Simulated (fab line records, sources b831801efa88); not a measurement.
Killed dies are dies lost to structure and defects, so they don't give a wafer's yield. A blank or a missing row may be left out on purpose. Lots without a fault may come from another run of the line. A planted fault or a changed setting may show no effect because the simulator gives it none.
fab line records | flow sky130
record lots=11 wafers=33 last_day=50
route steps=708 shown VIA3@593 CAP2M@615 METAL4@631 VIA4@639
lots that met no fault: from a run of the same line without faults
start_h: hours from the record's first day to the start of the lot's first wafer shown | wait_h: hours since the lot's step before | " the same as in the row above | L1.1+2: a row that stands for several wafers | - no value, or no start given | * or withheld: withheld | < > ~ a bound
route shown NAME@n: a module of which the file shows steps, and the number in the route of the first | usual: mean/standard deviation of fault-free wafers | same: alike in all rows | chamber/n: place in a boat | sites: the reading at each site | _std_site: their standard deviation | _edge_site: outer sites' mean less inner sites' | radius_mm: how far each site lies from the wafer's centre | mask NAME#n: copy n | behind: the tool/chamber that last shaped the wafer | hold: why the lot was held/for how many hours/how that ended | device: the transistor (n, p or np) that didn't switch | end of line: the same wafers' tests at the end of the route | a step without rows: its recipe alone | killed: dies lost to structure and defects at the first sort, not the wafer's yield | map: a wafer's dies, x killed, . not, _ none there
set.NAME: the setting as run; set.NAME@STEP: as run at that earlier step | model.NAME: the simulator's own value behind a step, which no gauge read
steps of the route over a sample of lots; a table a step, a row a wafer
services: from which hour (start_h, from the record's first day; less than 0 if before it) a tool's chamber was out of use, for how many hours, and why
## steps
# step SKY_VIA3_SPUTTER_20
# recipe material=TiN target_thk_nm=20 chamber_pressure_pa=5 power_w=4000 time_s=80
# usual throttle_valve_pct=29.3/1.1
# same time_s=80
# columns lot.wafer tool chamber start_h wait_h throttle_valve_pct
L928.2 pvd_sputter-04 - 933.50 0.0 31.7
L928.3 " - " " 30.5
L928.6 " - " " 28.7
L930.1 pvd_sputter-02 - 954.57 0.0 30.5
L930.2 " - " " 28.1
L930.5 " - " " 30.0
L931.1 pvd_sputter-02 - 964.33 0.0 30.4
L931.2 " - " " 28.7
L931.3 " - " " 30.9
L935.1 pvd_sputter-03 - 992.47 0.0 30.2
L935.2 " - " " 29.7
L935.3 " - " " 28.3
L936.1 pvd_sputter-03 - 1003.87 0.0 29.4
L936.3 " - " " 27.9
L936.6 " - " " 27.9
L938.1 pvd_sputter-02 - 1016.04 0.0 28.3
L938.5 " - " " 30.3
L938.6 " - " " 28.0
L939.2 pvd_sputter-03 - 1032.43 0.0 29.5
L939.4 " - " " 28.5
L939.5 " - " " 29.6
L941.2 pvd_sputter-02 - 1035.37 0.0 28.1
L941.3 " - " " 30.3
L941.6 " - " " 30.6
L947.1 pvd_sputter-03 - 1062.57 0.0 27.9
L947.3 " - " " 28.3
L947.4 " - " " 30.3
L949.3 pvd_sputter-02 - 1076.77 0.0 30.5
L949.4 " - " " 29.0
L949.5 " - " " 28.0
L950.1 pvd_sputter-04 - 1081.13 0.0 28.3
L950.2 " - " " 31.4
L950.5 " - " " 31.4
# step SKY_CAP2M_OVL_MEAS_12
# usual CAP2M_OVL=0.2/1.4
# columns lot.wafer tool chamber start_h wait_h CAP2M_OVL[nm]
L928.2 overlay-02 - 959.41 0.1 1.4
L928.3 " - " " 2.9
L928.6 " - " " 1.2
L930.1 overlay-01 - 978.92 0.1 0.8
L930.2 " - " " -1.9
L930.5 " - " " -0.1
L931.1 overlay-01 - 988.40 0.1 -0.8
L931.2 " - " " 0.0
L931.3 " - " " 0.5
L935.1 overlay-02 - 1015.15 0.1 -0.5
L935.2 " - " " -1.4
L935.3 " - " " -0.3
L936.1 overlay-01 - 1027.30 0.1 0.2
L936.3 " - " " 0.0
L936.6 " - " " 0.1
L938.1 overlay-02 - 1039.11 0.1 -0.6
L938.5 " - " " -1.6
L938.6 " - " " -0.6
L939.2 overlay-02 - 1055.62 0.1 0.5
L939.4 " - " " -0.4
L939.5 " - " " -1.2
L941.2 overlay-01 - 1057.96 0.1 -0.9
L941.3 " - " " -2.1
L941.6 " - " " -2.0
L947.1 overlay-01 - 1084.45 0.1 0.6
L947.3 " - " " -2.1
L947.4 " - " " 0.2
L949.3 overlay-01 - 1098.68 0.1 0.4
L949.4 " - " " -0.3
L949.5 " - " " -2.6
L950.1 overlay-01 - 1102.91 0.1 0.5
L950.2 " - " " 2.8
L950.5 " - " " 1.6
# step SKY_METAL4_DESCUM_15
# recipe chemistry=O2 source_power_w=150 bias_power_w=0 pressure_mtorr=10 temp_c=40 time_s=8
# usual drypump_motor_current_A=5.9/0.47 oes_product_au=1.002/0.013
# same time_s=8
# columns lot.wafer tool chamber start_h wait_h drypump_motor_current_A oes_product_au rf_hours_counter_h
L928.2 rie_metal-03 0 984.28 0.0 5.8 0.981 12
L928.3 " 0 " " 5.8 0.986 -
L928.6 " 0 " " 5.8 0.983 -
L930.1 rie_metal-03 0 1002.81 0.0 5.8 0.983 12
L930.2 " 1 " " 6.0 1.005 19
L930.5 " 0 " " 5.8 0.982 -
L931.1 rie_metal-04 1 1012.07 0.0 6.5 1.001 10
L931.2 " 0 " " 5.0 1.013 16
L931.3 " 0 " " 5.0 1.005 -
L935.1 rie_metal-03 0 1038.66 0.0 5.8 0.987 15
L935.2 " 1 " " 6.0 0.995 22
L935.3 " 0 " " 5.8 1.003 -
L936.1 rie_metal-03 0 1050.13 0.0 5.9 0.982 15
L936.3 " 0 " " 5.9 0.998 -
L936.6 " 0 " " 5.9 0.984 -
L938.1 rie_metal-03 1 1061.53 0.0 6.0 0.994 23
L938.5 " 1 " " 6.0 0.996 -
L938.6 " 0 " " 5.8 0.981 -
L939.2 rie_metal-02 1 1077.78 0.0 5.9 1.004 19
L939.4 " 0 " " 6.2 1.025 -
L939.5 " 1 " " 5.9 1.022 -
L941.2 rie_metal-02 0 1079.75 0.0 6.2 1.025 9
L941.3 " 0 " " 6.3 1.016 -
L941.6 " 1 " " 5.9 1.017 -
L947.1 rie_metal-04 0 1105.82 0.0 5.0 1.006 24
L947.3 " 0 " " 4.9 1.000 -
L947.4 " 1 " " 6.5 0.991 -
L949.3 rie_metal-04 0 1119.02 0.0 4.9 1.006 -
L949.4 " 1 " " 6.5 0.994 -
L949.5 " 1 " " 6.5 1.007 -
L950.1 rie_metal-03 1 1123.31 0.0 6.0 1.002 2
L950.2 " 0 " " 5.8 0.987 21
L950.5 " 0 " " 5.8 0.992 -
# step SKY_VIA4_HDPCVD_00
# recipe material=SiO2 target_thk_nm=1750 sigma_open_frac=0.3 time_s=291.7 temp_c=400 sih4_flow_sccm=60 pressure_mtorr=6
# usual run_length_s=319.3/0.51
# columns lot.wafer tool chamber start_h wait_h run_length_s
L928.2 hdpcvd-02 0 985.20 0.0 318.9
L928.3 " 1 " " 319.5
L928.6 " 2 " " 319.2
L930.1 hdpcvd-01 2 1003.73 0.0 318.8
L930.2 " 0 " " 319.8
L930.5 " 2 " " 318.3
L931.1 hdpcvd-02 0 1012.99 0.0 319.6
L931.2 " 2 " " 319.3
L931.3 " 1 " " 319.4
L935.1 hdpcvd-02 1 1039.58 0.0 319.4
L935.2 " 0 " " 319.2
L935.3 " 2 " " 319.3
L936.1 hdpcvd-01 2 1051.07 0.0 318.8
L936.3 " 0 " " 319.6
L936.6 " 2 " " 318.1
L938.1 hdpcvd-01 2 1062.45 0.0 319.3
L938.5 " 0 " " 319.7
L938.6 " 2 " " 318.3
L939.2 hdpcvd-01 2 1078.74 0.0 318.7
L939.4 " 2 " " 318.4
L939.5 " 1 " " 320.1
L941.2 hdpcvd-01 0 1080.69 0.0 319.6
L941.3 " 1 " " 319.9
L941.6 " 2 " " 318.5
L947.1 hdpcvd-02 0 1106.79 0.0 319.7
L947.3 " 2 " " 319.7
L947.4 " 2 " " 340.6
L949.3 hdpcvd-02 2 1119.93 0.0 319.6
L949.4 " 1 " " 340.8
L949.5 " 2 " " 340.0
L950.1 hdpcvd-01 1 1124.23 0.0 320.2
L950.2 " 2 " " 318.7
L950.5 " 2 " " 318.7
# step SKY_VIA4_THK_MEAS_01
# recipe reads=SiO2_of_VIA4_HDPCVD_00
# usual VIA4_HDPCVD_THK=1748/24
# columns lot.wafer tool chamber start_h wait_h hold VIA4_HDPCVD_THK[nm]
L928.2 film_metro-02 - 985.39 0.1 - 1775
L928.3 " - " " - 1760
L928.6 " - " " - 1762
L930.1 film_metro-02 - 1003.90 0.1 - 1707
L930.2 " - " " - 1699
L930.5 " - " " - 1722
L931.1 film_metro-01 - 1013.17 0.1 - 1751
L931.2 " - " " - 1786
L931.3 " - " " - 1768
L935.1 film_metro-04 - 1039.76 0.1 - 1776
L935.2 " - " " - 1734
L935.3 " - " " - 1745
L936.1 film_metro-01 - 1051.34 0.2 - 1734
L936.3 " - " " - 1724
L936.6 " - " " - 1715
L938.1 film_metro-01 - 1062.63 0.1 - 1732
L938.5 " - " " - 1735
L938.6 " - " " - 1721
L939.2 film_metro-04 - 1078.93 0.1 - 1735
L939.4 " - " " - 1736
L939.5 " - " " - 1755
L941.2 film_metro-02 - 1080.88 0.1 - 1720
L941.3 " - " " - 1757
L941.6 " - " " - 1725
L947.1 film_metro-02 - 1106.97 0.1 await_dispo/0.2h/release 1752
L947.3 " - " " await_dispo/0.2h/release 1773
L947.4 " - " " await_dispo/0.2h/release 1905
L947.1 film_metro-02 - 1107.31 0.3 - 1754
L947.3 " - " " - 1776
L947.4 " - " " - 1902
L949.3 film_metro-02 - 1120.13 0.1 await_dispo/0.2h/release 1755
L949.4 " - " " await_dispo/0.2h/release 1855
L949.5 " - " " await_dispo/0.2h/release 1859
L949.3 film_metro-02 - 1120.36 0.2 - 1755
L949.4 " - " " - 1853
L949.5 " - " " - 1860
L950.1 film_metro-04 - 1124.41 0.1 - 1736
L950.2 " - " " - 1776
L950.5 " - " " - 1791
## services
# columns tool chamber start_h hours kind
pvd_sputter-03 - 928.37 8.4 repair
rie_metal-02 - 936.99 10.0 pm
hdpcvd-02 - 950.25 15.0 pm
hdpcvd-02 0 950.25 18.0 vent_cycle
hdpcvd-02 1 950.25 15.0 vent_cycle
hdpcvd-02 2 950.25 15.0 vent_cycle
hdpcvd-02 0 955.71 12.6 repair
hdpcvd-02 0 965.25 - clean
hdpcvd-02 1 965.25 - clean
hdpcvd-02 2 965.25 - clean
rie_metal-03 0 987.79 3.1 repair
pvd_sputter-04 - 1023.68 0.9 repair
pvd_sputter-02 0 1027.83 - consumable_replace:kit
pvd_sputter-02 0 1027.83 18.0 scheduled_down
rie_metal-04 - 1033.76 0.1 repair
hdpcvd-02 - 1033.94 0.5 repair
hdpcvd-01 1 1047.59 12.4 repair
rie_metal-02 0 1052.77 5.5 repair
rie_metal-02 0 1061.45 3.1 repair
rie_metal-03 1 1081.91 - clean
rie_metal-03 1 1081.91 17.1 scheduled_down
rie_metal-03 1 1081.91 17.1 vent_cycle
pvd_sputter-02 - 1113.11 2.0 repair
pvd_sputter-03 - 1124.09 3.0 repair
## key
first_sign step=SKY_VIA4_HDPCVD_00 reading=run_length_s direction=up sigmas=41 usual=* struck=*
effect step=SKY_VIA4_THK_MEAS_01 reading=visit direction=added
effect step=SKY_VIA4_THK_MEAS_01 reading=VIA4_HDPCVD_THK direction=up sigmas=5.3 usual=1748 struck=1873
met_at SKY_VIA4_HDPCVD_00
struck_lots L947,L949
struck_wafers L947.4,L949.4,L949.5
not_acting_at SKY_VIA3_SPUTTER_20,SKY_CAP2M_OVL_MEAS_12,SKY_METAL4_DESCUM_15
onset_between 1039.58 1106.79
fault kind=process_parameter_drift tool=hdpcvd-02 chamber=- onset_h=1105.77 steps=SKY_VIA4_HDPCVD_00 channel=time_s offset=* shape=step end_h=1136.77 scope=struck_wafers_only acts_in=* stated=*
